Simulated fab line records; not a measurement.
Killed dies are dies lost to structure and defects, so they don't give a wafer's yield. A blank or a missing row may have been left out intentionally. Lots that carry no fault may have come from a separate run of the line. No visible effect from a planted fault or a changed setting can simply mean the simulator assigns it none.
A struck lot beside a sound one	flow sky130	16 steps out of a route of 708
Sound: the wafers L625.2, L625.3, L625.5. Struck: wafers L635.1, L635.5, L635.6. The cause is given at the end.
At each step with rows: each side's tool, then ch and its chambers, then its first start. Under that, the readings that differ: sound wafers	struck wafers	difference of the means	sigmas: that difference in standard deviations of wafers without a fault.
alike: a reading whose means differ by less than 2 such deviations, as well as words and numbers matching on both sides. not compared: withheld readings; readings where some wafer has no value; bounds like >300 that might hide an equal value; numbers whose values overlap and for which the record gives no deviation.
A row with sigmas, a row that says differs or no value, or rows on one side alone: a step with any of these is where the two part. When numbers do not overlap yet have no deviation, they are printed without sigmas and do not part them. Lack of a reading on every wafer of one side parts them only where that side has two or more wafers.

first, 3 steps without rows for these wafers: SKY_SONOS_TUNNEL_EXPOSE_04 (exposes mask TUNM, target cd 410 nm); SKY_SONOS_TUNNEL_PEB_05; SKY_SONOS_TUNNEL_DEVELOP_06 (develop time 60 s).
SKY_SONOS_TUNNEL_CD_MEAS_07: target cd 410 nm.
  sound on cd-sem-01, day 11 13:39; struck on cd-sem-02, day 14 18:12
  alike: cd-nm
SKY_SONOS_TUNNEL_OVL_MEAS_08:
  sound on overlay-01, day 11 13:46; struck on overlay-01, day 14 18:19
  alike: SONOS_TUNNEL_OVL
then, 3 steps without rows for these wafers: SKY_SONOS_TUNNEL_IMPLANT_09; SKY_SONOS_TUNNEL_WET_ETCH_10 (etches SiO2 in dHF, target depth 14 nm, time 280 s); SKY_SONOS_TUNNEL_STRIP_11 (strips in SPM, time 600 s).
SKY_SONOS_TUNNEL_TW_MEAS_12:
  sound on film-metro-02, day 11 14:13; struck on film-metro-02, day 14 18:47
  alike: SONOS_TUNNEL_TW
then, 2 steps without rows for these wafers: SKY_SONOS_TUNNEL_CLEAN_13 (cleans in dHF, time 20 s); SKY_SONOS_ONO_OXIDATION_00 (stabilise 600 s, purge 300 s, target thk 2.6 nm).
SKY_SONOS_ONO_THK_MEAS_01:
  sound on film-metro-03, day 11 18:03; struck on film-metro-04, day 14 22:54
  alike: SONOS_ONO_OXIDATION_THK
SKY_SONOS_ONO_CVD_02: deposits Si3N4 from DCS/NH3, target thk 10.5 nm, time 180 s.
  sound on lpcvd-02 ch 0, day 11 18:06; struck on lpcvd-02 ch 1, day 15 00:06
reading	sound	struck	difference	sigmas
zone-power-centre-pct (%)	13.6 14.1 14.1	12.6 12.5 12.6	-1.4	-2
model.Si3N4_of_SONOS_ONO_CVD_02.thk-nm (nm)	10.7 10.62 10.67	6.259 6.242 6.324	-4.388	
  alike: spike-tc-centre-C, zone-power-upper-pct
SKY_SONOS_ONO_THK_MEAS_03:
  sound on film-metro-01, day 11 19:10; struck on film-metro-03, day 15 01:09
reading	sound	struck	difference	sigmas
SONOS_ONO_CVD_02_THK (nm)	10.70 10.60 10.72	6.29 6.21 6.30	-4.41	-34
then, 1 step without rows for these wafers: SKY_SONOS_ONO_CVD_04 (deposits SiO2 from SiH4/N2O, target thk 5.7199 nm).
-- the record jumps here: 35 days lie between the struck wafers' starts before and after (it left off in module SONOS_ONO and takes up again in module PAD_OPEN, whose first step shown is number 708 of the route) --
SKY_PAD_OPEN_PROBE_99:
  sound on prober-02, day 46 05:03; struck on prober-01, day 50 00:34
reading	sound	struck	difference	sigmas
model.etest.sonos-uncharged.r-on-ohm-um	796.4 792.8 806.7	748.1 735.9 752.1	-53.3	
model.etest.sonos-erased.drive-ua-um	184.3 173.1 178.6	203.9 197.4 200.5	+21.9	
model.etest.cap-ono.gate-log10-a-cm2	-8.186 -7.992 -8.305	-5.113 -5.322 -5.319	+2.910	
model.etest.cap-ono.gate-bv-v (V)	16.45 16.2 16.35	14.16 14.48 14.06	-2.10	
model.etest.cap-ono.tox-acc-nm (nm)	13.12 12.92 13.15	10.79 10.85 10.84	-2.24	
model.etest.sonos-baked.vt-less-v (V)	-0.5176 -0.4353 -0.4373	-0.7321 -0.7977 -0.804	-0.3145	
model.etest.sonos-baked.vt-v (V)	0.8365 0.9517 0.8494	0.7337 0.717 0.7714	-0.1385	
model.etest.sonos-programmed.vt-v (V)	1.354 1.387 1.287	1.466 1.515 1.575	+0.176	
  alike: killed_at_M0_to_M3, killed_at_M4_up, killed-at-contacts, killed-at-front-end, killed-at-other, killed-dies, killed-open, killed-short

## WHERE THEY PART
At SKY_SONOS_ONO_CVD_02 first; at SKY_SONOS_ONO_THK_MEAS_03 last (within this record only). Later steps at which nothing parts them and some readings are alike: SKY_PAD_OPEN_PROBE_99.

WHY: what the simulator had put in
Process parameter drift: lpcvd-02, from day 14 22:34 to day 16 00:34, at SKY_SONOS_ONO_CVD_02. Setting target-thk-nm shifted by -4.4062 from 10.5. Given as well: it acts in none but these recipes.
